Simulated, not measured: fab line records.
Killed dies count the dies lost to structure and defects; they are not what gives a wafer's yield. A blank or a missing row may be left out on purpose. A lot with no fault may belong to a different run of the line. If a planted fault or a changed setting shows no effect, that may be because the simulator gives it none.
fab line records -- flow sky130
[record] lots = 10, wafers = 30, last_day = 50
route steps=708 shown POLY_CUT@318 LI_CONTACT@365
lots with no fault: from the same line, run without faults
start_h: start of the lot's first displayed wafer, in hours after the record's first day -- wait_h: hours elapsed since this lot's preceding step -- " as in the row above -- L1.1+2: a row that stands for several wafers -- - no value present, or no start provided -- * or withheld: withheld -- < > ~ a bound
route shown NAME@n: names a module that has steps shown in the file, with the first one's number in the route -- usual: the fault-free wafers' mean and standard deviation -- same: alike in all rows -- chamber/n: place in a boat -- sites: per-site readings -- _std_site: their standard deviation -- _edge_site: outer sites' mean less inner sites' -- radius_mm: how far each site lies from the wafer's centre -- mask NAME#n: copy n -- behind: the most recent tool/chamber to have shaped the wafer -- hold: reason for holding the lot/hours on hold/outcome of the hold -- device: transistor that didn't switch, given as n, p or np -- end of line: the route-end tests of the same wafers -- a step given without rows: its recipe and nothing more -- killed: at the first sort, the dies lost to defects and structure; wafer yield is something else -- map: a wafer's dies, x killed, . not, _ none there
set.NAME: the setting the step ran with; set.NAME@STEP: the setting that earlier step ran with -- model.NAME: the simulator's own value behind a step, which no gauge read
route steps across a sampled set of lots; one table per step, one row per wafer
services: a tool's chamber out of use, with start hour (start_h, from the record's first day; less than 0 if before it), hours out, and reason
[[steps]]
[step SKY_POLY_CUT_ETCH_11]
[recipe] target = Si3N4, chemistry = CF4/CH2F2/Ar, stop_on = poly-Si, source_w = 600, bias_w = 150, pressure_mtorr = 40, cf4_flow_sccm = 40, ch2f2_flow_sccm = 20, Ar_flow_sccm = 150, time_s = 42.5, target_depth_a = 600
[usual] drypump_motor_current_A = 5.7/0.53, oes_product_au = 0.829/0.0068, throttle_valve_pct = 14.994/0.009
lot.wafer,tool,chamber,start_h,wait_h,drypump_motor_current_A,oes_product_au,rf_hours_counter_h,throttle_valve_pct
L243.2,rie_diel-02,2,579.65,0.0,5.6,0.835,18,15.011
L243.3,rie_diel-02,1,579.65,0.0,6.3,0.833,7,15.005
L243.6,rie_diel-02,2,579.65,0.0,5.6,0.835,-,14.994
L247.1,rie_diel-03,2,620.21,0.0,5.9,0.836,6,14.991
L247.3,rie_diel-03,1,620.21,0.0,6.1,0.823,56,14.984
L247.4,rie_diel-03,0,620.21,0.0,5.8,0.837,4,14.990
L251.1,rie_diel-01,1,661.91,0.0,4.9,0.833,12,14.994
L251.3,rie_diel-01,0,661.91,0.0,5.4,0.832,38,14.982
L251.5,rie_diel-01,3,661.91,0.0,6.4,0.820,-,14.994
L253.1,rie_diel-03,0,720.50,0.0,5.9,0.833,5,14.993
L253.3,rie_diel-03,3,720.50,0.0,5.1,0.822,2,14.999
L253.5,rie_diel-03,3,720.50,0.0,5.1,0.831,-,14.998
L255.1,rie_diel-01,2,720.66,0.0,6.2,0.825,5,14.995
L255.3,rie_diel-01,1,720.66,0.0,4.9,0.825,14,14.993
L255.5,rie_diel-01,2,720.66,0.0,6.2,0.822,-,15.013
L258.2,rie_diel-02,0,721.71,0.0,5.1,0.822,5,14.987
L258.3,rie_diel-02,2,721.71,0.0,5.6,0.819,22,14.988
L258.4,rie_diel-02,3,721.71,0.0,5.9,0.824,7,15.000
L259.2,rie_diel-01,3,723.75,0.0,6.5,0.830,6,15.011
L259.3,rie_diel-01,2,723.75,0.0,6.2,0.836,5,14.987
L259.5,rie_diel-01,2,723.75,0.0,6.2,0.837,-,14.989
L261.1,rie_diel-02,3,743.80,0.0,5.9,0.827,7,14.989
L261.4,rie_diel-02,0,743.80,0.0,5.1,0.827,6,14.995
L261.6,rie_diel-02,1,743.80,0.0,6.3,0.821,-,15.011
L263.1,rie_diel-01,3,765.11,0.0,6.4,0.831,7,14.988
L263.5,rie_diel-01,3,765.11,0.0,6.4,0.821,-,14.991
L263.6,rie_diel-01,0,765.11,0.0,5.4,0.826,-,14.984
L264.1,rie_diel-01,1,770.60,0.0,4.9,0.814,15,14.975
L264.4,rie_diel-01,2,770.60,0.0,6.2,0.830,6,15.000
L264.6,rie_diel-01,1,770.60,0.0,4.9,0.830,-,14.984
[step SKY_LI_CONTACT_BOW_MEAS_03]
[recipe] mode = bow
[usual] LI_CONTACT_BOW = 55/7.2
lot.wafer,tool,chamber,start_h,wait_h,LI_CONTACT_BOW[um]
L243.2,film_metro-03,-,669.10,0.3,59
L243.3,film_metro-03,-,669.10,0.3,53
L243.6,film_metro-03,-,669.10,0.3,67
L247.1,film_metro-02,-,710.19,0.1,54
L247.3,film_metro-02,-,710.19,0.1,48
L247.4,film_metro-02,-,710.19,0.1,59
L251.1,film_metro-04,-,748.31,0.1,53
L251.3,film_metro-04,-,748.31,0.1,49
L251.5,film_metro-04,-,748.31,0.1,50
L253.1,film_metro-03,-,799.54,0.3,64
L253.3,film_metro-03,-,799.54,0.3,52
L253.5,film_metro-03,-,799.54,0.3,62
L255.1,film_metro-02,-,800.45,0.1,43
L255.3,film_metro-02,-,800.45,0.1,62
L255.5,film_metro-02,-,800.45,0.1,47
L258.2,film_metro-03,-,800.64,0.3,51
L258.3,film_metro-03,-,800.64,0.3,37
L258.4,film_metro-03,-,800.64,0.3,53
L259.2,film_metro-02,-,801.77,0.3,57
L259.3,film_metro-02,-,801.77,0.3,47
L259.5,film_metro-02,-,801.77,0.3,57
L261.1,film_metro-03,-,820.64,0.2,59
L261.4,film_metro-03,-,820.64,0.2,53
L261.6,film_metro-03,-,820.64,0.2,69
L263.1,film_metro-04,-,840.86,0.1,55
L263.5,film_metro-04,-,840.86,0.1,50
L263.6,film_metro-04,-,840.86,0.1,59
L264.1,film_metro-03,-,846.10,0.1,53
L264.4,film_metro-03,-,846.10,0.1,68
L264.6,film_metro-03,-,846.10,0.1,60
[step SKY_LI_CONTACT_SPUTTER_20]
[recipe] material = TiN, target_thk_nm = 20, chamber_pressure_pa = 5, power_w = 4000, time_s = 80
[usual] throttle_valve_pct = 30.0/1.1
lot.wafer,tool,chamber,start_h,wait_h,throttle_valve_pct
L243.2,pvd_sputter-04,-,698.30,0.0,29.5
L243.3,pvd_sputter-04,-,698.30,0.0,29.1
L243.6,pvd_sputter-04,-,698.30,0.0,31.2
L247.1,pvd_sputter-02,-,739.00,0.0,30.4
L247.3,pvd_sputter-02,-,739.00,0.0,29.4
L247.4,pvd_sputter-02,-,739.00,0.0,28.3
L251.1,pvd_sputter-03,-,774.63,0.0,28.9
L251.3,pvd_sputter-03,-,774.63,0.0,29.5
L251.5,pvd_sputter-03,-,774.63,0.0,30.8
L253.1,pvd_sputter-02,-,825.22,0.0,28.6
L253.3,pvd_sputter-02,-,825.22,0.0,30.2
L253.5,pvd_sputter-02,-,825.22,0.0,29.5
L255.1,pvd_sputter-03,-,826.64,0.0,31.0
L255.3,pvd_sputter-03,-,826.64,0.0,30.7
L255.5,pvd_sputter-03,-,826.64,0.0,29.0
L258.2,pvd_sputter-02,-,827.00,0.0,28.3
L258.3,pvd_sputter-02,-,827.00,0.0,30.0
L258.4,pvd_sputter-02,-,827.00,0.0,29.4
L259.2,pvd_sputter-02,-,827.89,0.0,29.4
L259.3,pvd_sputter-02,-,827.89,0.0,28.0
L259.5,pvd_sputter-02,-,827.89,0.0,30.3
L261.1,pvd_sputter-02,-,845.82,0.0,28.3
L261.4,pvd_sputter-02,-,845.82,0.0,31.5
L261.6,pvd_sputter-02,-,845.82,0.0,28.4
L263.1,pvd_sputter-04,-,867.11,0.0,29.0
L263.5,pvd_sputter-04,-,867.11,0.0,30.0
L263.6,pvd_sputter-04,-,867.11,0.0,29.2
L264.1,pvd_sputter-02,-,871.76,0.0,29.5
L264.4,pvd_sputter-02,-,871.76,0.0,30.2
L264.6,pvd_sputter-02,-,871.76,0.0,31.6
[step SKY_LI_CONTACT_CVD_21]
[recipe] material = W, target_thk_nm = 400, time_s = 120.56, temp_c = 400, pressure_torr = 40
[usual] chamber_pressure_Torr = 40.00/0.078, heater_power_w = 836/78, susceptor_temp_C = 400.00/0.22
lot.wafer,tool,chamber,start_h,wait_h,chamber_pressure_Torr,heater_power_w,susceptor_temp_C
L243.2,cvd_w-01,1,698.37,0.0,39.99,769,399.89
L243.3,cvd_w-01,1,698.37,0.0,39.91,772,399.55
L243.6,cvd_w-01,0,698.37,0.0,39.96,792,400.28
L247.1,cvd_w-01,1,739.07,0.0,39.86,730,395.80
L247.3,cvd_w-01,1,739.07,0.0,39.93,744,395.67
L247.4,cvd_w-01,0,739.07,0.0,39.94,774,395.67
L251.1,cvd_w-01,0,774.70,0.0,39.89,783,395.61
L251.3,cvd_w-01,1,774.70,0.0,40.06,746,395.46
L251.5,cvd_w-01,1,774.70,0.0,39.98,750,395.41
L253.1,cvd_w-02,0,825.28,0.0,39.98,990,399.95
L253.3,cvd_w-02,0,825.28,0.0,39.92,949,400.00
L253.5,cvd_w-02,1,825.28,0.0,39.98,787,399.97
L255.1,cvd_w-01,1,826.70,0.0,40.12,768,400.23
L255.3,cvd_w-01,0,826.70,0.0,39.97,775,400.14
L255.5,cvd_w-01,1,826.70,0.0,40.03,762,399.95
L258.2,cvd_w-02,0,827.06,0.0,40.00,936,399.86
L258.3,cvd_w-02,0,827.06,0.0,40.17,944,400.03
L258.4,cvd_w-02,1,827.06,0.0,40.03,796,399.95
L259.2,cvd_w-02,1,827.95,0.0,39.82,791,399.82
L259.3,cvd_w-02,1,827.95,0.0,39.92,775,399.78
L259.5,cvd_w-02,0,827.95,0.0,40.02,949,399.66
L261.1,cvd_w-02,0,845.88,0.0,40.04,938,399.88
L261.4,cvd_w-02,1,845.88,0.0,39.94,793,399.67
L261.6,cvd_w-02,0,845.88,0.0,40.02,931,399.76
L263.1,cvd_w-02,0,867.17,0.0,40.12,952,400.09
L263.5,cvd_w-02,1,867.17,0.0,40.01,795,399.89
L263.6,cvd_w-02,0,867.17,0.0,40.01,940,400.54
L264.1,cvd_w-02,1,871.82,0.0,40.05,789,400.04
L264.4,cvd_w-02,1,871.82,0.0,40.20,810,400.36
L264.6,cvd_w-02,1,871.82,0.0,39.99,803,400.45
[step SKY_LI_CONTACT_RS_MEAS_22]
[recipe] thk_meas_gauge = four-point-probe, reads = W_of_LI_CONTACT_CVD_21+TiN_of_LI_CONTACT_SPUTTER_20+Ti_of_LI_CONTACT_SPUTTER_19
[usual] LI_CONTACT_W_RS = 0.2860/0.0027
lot.wafer,tool,chamber,start_h,wait_h,LI_CONTACT_W_RS[ohm/sq]
L243.2,film_metro-04,-,698.51,0.1,0.2861
L243.3,film_metro-04,-,698.51,0.1,0.2852
L243.6,film_metro-04,-,698.51,0.1,0.2885
L247.1,film_metro-04,-,739.19,0.1,0.3097
L247.3,film_metro-04,-,739.19,0.1,0.3060
L247.4,film_metro-04,-,739.19,0.1,0.3099
L251.1,film_metro-02,-,774.82,0.1,0.3114
L251.3,film_metro-02,-,774.82,0.1,0.3050
L251.5,film_metro-02,-,774.82,0.1,0.3059
L253.1,film_metro-03,-,825.40,0.1,0.2903
L253.3,film_metro-03,-,825.40,0.1,0.2899
L253.5,film_metro-03,-,825.40,0.1,0.2883
L255.1,film_metro-02,-,826.83,0.1,0.2814
L255.3,film_metro-02,-,826.83,0.1,0.2824
L255.5,film_metro-02,-,826.83,0.1,0.2796
L258.2,film_metro-04,-,827.21,0.1,0.2877
L258.3,film_metro-04,-,827.21,0.1,0.2876
L258.4,film_metro-04,-,827.21,0.1,0.2857
L259.2,film_metro-02,-,828.10,0.1,0.2865
L259.3,film_metro-02,-,828.10,0.1,0.2856
L259.5,film_metro-02,-,828.10,0.1,0.2824
L261.1,film_metro-02,-,846.00,0.1,0.2867
L261.4,film_metro-02,-,846.00,0.1,0.2848
L261.6,film_metro-02,-,846.00,0.1,0.2874
L263.1,film_metro-02,-,867.30,0.1,0.2897
L263.5,film_metro-02,-,867.30,0.1,0.2901
L263.6,film_metro-02,-,867.30,0.1,0.2884
L264.1,film_metro-04,-,872.07,0.2,0.2872
L264.4,film_metro-04,-,872.07,0.2,0.2869
L264.6,film_metro-04,-,872.07,0.2,0.2865
[step SKY_LI_CONTACT_THK_MEAS_23]
[recipe] thk_meas_gauge = xrf, reads = W_of_LI_CONTACT_CVD_21
[usual] LI_CONTACT_W_THK = 404/4.9
lot.wafer,tool,chamber,start_h,wait_h,LI_CONTACT_W_THK[nm]
L243.2,film_metro-04,-,698.62,0.1,410
L243.3,film_metro-04,-,698.62,0.1,410
L243.6,film_metro-04,-,698.62,0.1,402
L247.1,film_metro-04,-,739.31,0.1,371
L247.3,film_metro-04,-,739.31,0.1,380
L247.4,film_metro-04,-,739.31,0.1,371
L251.1,film_metro-02,-,774.94,0.1,370
L251.3,film_metro-02,-,774.94,0.1,378
L251.5,film_metro-02,-,774.94,0.1,375
L253.1,film_metro-03,-,825.52,0.1,393
L253.3,film_metro-03,-,825.52,0.1,396
L253.5,film_metro-03,-,825.52,0.1,398
L255.1,film_metro-02,-,826.95,0.1,407
L255.3,film_metro-02,-,826.95,0.1,405
L255.5,film_metro-02,-,826.95,0.1,409
L258.2,film_metro-04,-,827.32,0.1,406
L258.3,film_metro-04,-,827.32,0.1,408
L258.4,film_metro-04,-,827.32,0.1,408
L259.2,film_metro-02,-,828.21,0.1,401
L259.3,film_metro-02,-,828.21,0.1,402
L259.5,film_metro-02,-,828.21,0.1,406
L261.1,film_metro-02,-,846.12,0.1,396
L261.4,film_metro-02,-,846.12,0.1,397
L261.6,film_metro-02,-,846.12,0.1,397
L263.1,film_metro-02,-,867.42,0.1,402
L263.5,film_metro-02,-,867.42,0.1,397
L263.6,film_metro-02,-,867.42,0.1,399
L264.1,film_metro-04,-,872.19,0.1,409
L264.4,film_metro-04,-,872.19,0.1,410
L264.6,film_metro-04,-,872.19,0.1,411
[step SKY_LI_CONTACT_CMP_24]
[recipe] stop_on = PSG, t_overpolish_s = 20, down_force_psi = 3.5, platen_rpm = 60, target_thk_nm = 0, pad_velocity_m_s = 0.94248
[usual] edge_zone_pressure_frac = 1.000/0.0044, motor_current_A = 11.2/1, platen_rpm = 60.00/0.04, time_to_endpoint_s = 95.6/3
lot.wafer,tool,chamber,start_h,wait_h,edge_zone_pressure_frac,motor_current_A,platen_rpm,time_to_endpoint_s
L243.3,cmp-02,1,698.67,0.0,0.994,9.5,59.97,93.3
L243.2,cmp-02,3,698.67,0.0,0.996,11.6,59.96,96.4
L243.6,cmp-02,1,698.67,0.0,0.997,9.7,59.95,91.4
L247.4,cmp-02,2,739.37,0.0,0.991,13.2,59.98,85.0
L247.1,cmp-02,3,739.37,0.0,0.996,11.4,60.02,91.0
L247.3,cmp-02,1,739.37,0.0,1.001,10.2,60.07,86.8
L251.3,cmp-02,2,775.00,0.0,1.001,13.0,59.97,88.4
L251.1,cmp-02,0,775.00,0.0,1.001,11.2,59.99,84.4
L251.5,cmp-02,2,775.00,0.0,0.992,12.8,60.07,86.2
L253.1,cmp-02,1,825.58,0.1,1.004,9.7,59.88,95.4
L253.3,cmp-02,3,825.58,0.1,0.995,11.6,59.95,95.0
L253.5,cmp-02,1,825.58,0.1,1.006,10.2,59.96,95.1
L255.1,cmp-01,2,827.06,0.1,1.007,11.1,60.09,100.7
L255.3,cmp-01,3,827.06,0.1,0.998,11.7,59.96,98.6
L255.5,cmp-01,2,827.06,0.1,0.996,11.1,60.03,103.0
L258.4,cmp-02,3,827.37,0.0,0.997,11.8,60.04,95.2
L258.3,cmp-02,1,827.37,0.0,0.997,9.3,60.03,95.1
L258.2,cmp-02,2,827.37,0.0,0.996,11.7,60.03,88.7
L259.3,cmp-01,2,828.31,0.1,0.995,11.7,60.00,100.9
L259.2,cmp-01,0,828.31,0.1,1.002,8.9,60.06,95.0
L259.5,cmp-01,1,828.31,0.1,0.997,11.6,59.98,100.6
L261.4,cmp-02,2,846.23,0.1,0.996,12.9,59.97,94.8
L261.1,cmp-02,3,846.23,0.1,1.005,11.6,60.05,95.1
L261.6,cmp-02,2,846.23,0.1,0.994,12.4,59.97,94.5
L263.1,cmp-02,0,867.53,0.1,1.001,10.5,59.99,96.2
L263.6,cmp-02,3,867.53,0.1,0.998,11.0,59.96,97.0
L263.5,cmp-02,0,867.53,0.1,1.008,11.0,59.99,95.1
L264.1,cmp-02,3,872.25,0.1,1.004,11.8,59.96,96.5
L264.4,cmp-02,0,872.25,0.1,1.006,11.5,60.04,93.8
L264.6,cmp-02,3,872.25,0.1,1.002,11.8,60.01,99.0
[[services]]
tool,chamber,start_h,hours,kind
cmp-02,-,572.00,4.0,pm
rie_diel-01,1,579.93,1.5,repair
cvd_w-01,1,580.09,6.7,repair
cvd_w-01,-,589.24,6.9,pm
pvd_sputter-02,-,598.60,3.3,repair
pvd_sputter-02,-,608.41,7.5,repair
rie_diel-02,1,610.05,6.8,repair
cmp-02,-,629.04,5.5,repair
rie_diel-02,3,642.74,16.6,repair
pvd_sputter-02,-,678.03,3.0,repair
cvd_w-01,-,686.83,3.6,repair
cmp-02,-,700.35,6.8,pm
cvd_w-02,0,700.86,2.5,repair
cmp-02,-,713.51,1.7,repair
cmp-02,-,718.87,1.0,repair
cvd_w-02,-,721.43,3.8,pm
rie_diel-01,0,743.21,4.5,repair
rie_diel-01,2,750.39,1.8,repair
cmp-02,-,763.09,6.6,pm
cvd_w-02,1,781.26,3.2,repair
pvd_sputter-02,-,798.59,4.2,repair
cmp-02,-,816.19,2.3,repair
rie_diel-01,-,843.42,14.6,pm
cvd_w-02,0,867.46,11.8,repair
[[key]]
[first_sign] step = SKY_LI_CONTACT_CVD_21, reading = susceptor_temp_C, direction = down, sigmas = 20, usual = *, struck = *
[effect] step = SKY_LI_CONTACT_RS_MEAS_22, reading = LI_CONTACT_W_RS, direction = up, sigmas = 8.2, usual = 0.2860, struck = 0.3080
[effect] step = SKY_LI_CONTACT_THK_MEAS_23, reading = LI_CONTACT_W_THK, direction = down, sigmas = 6.1, usual = 404, struck = 374
[effect] step = SKY_LI_CONTACT_CMP_24, reading = time_to_endpoint_s, direction = down, sigmas = 2.9, usual = *, struck = *
met_at SKY_LI_CONTACT_CVD_21
struck_lots L247,L251
tester_left_out L247,L251
not_acting_at SKY_POLY_CUT_ETCH_11,SKY_LI_CONTACT_BOW_MEAS_03,SKY_LI_CONTACT_SPUTTER_20
onset_between 698.37 739.07
[fault] kind = process_parameter_drift, tool = cvd_w-01, chamber = -, onset_h = 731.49, steps = SKY_LI_CONTACT_CVD_21, channel = temp_c, offset = *, shape = step, end_h = 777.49, acts_in = *, stated = *
// tester_left_out: of these lots the tester's yield and bins aren't shown, on N5 and GAA mostly nor the transistor test; their killed dies are dies lost to structure and defects alone, not to doping, threshold or leakage, so they don't give the yield
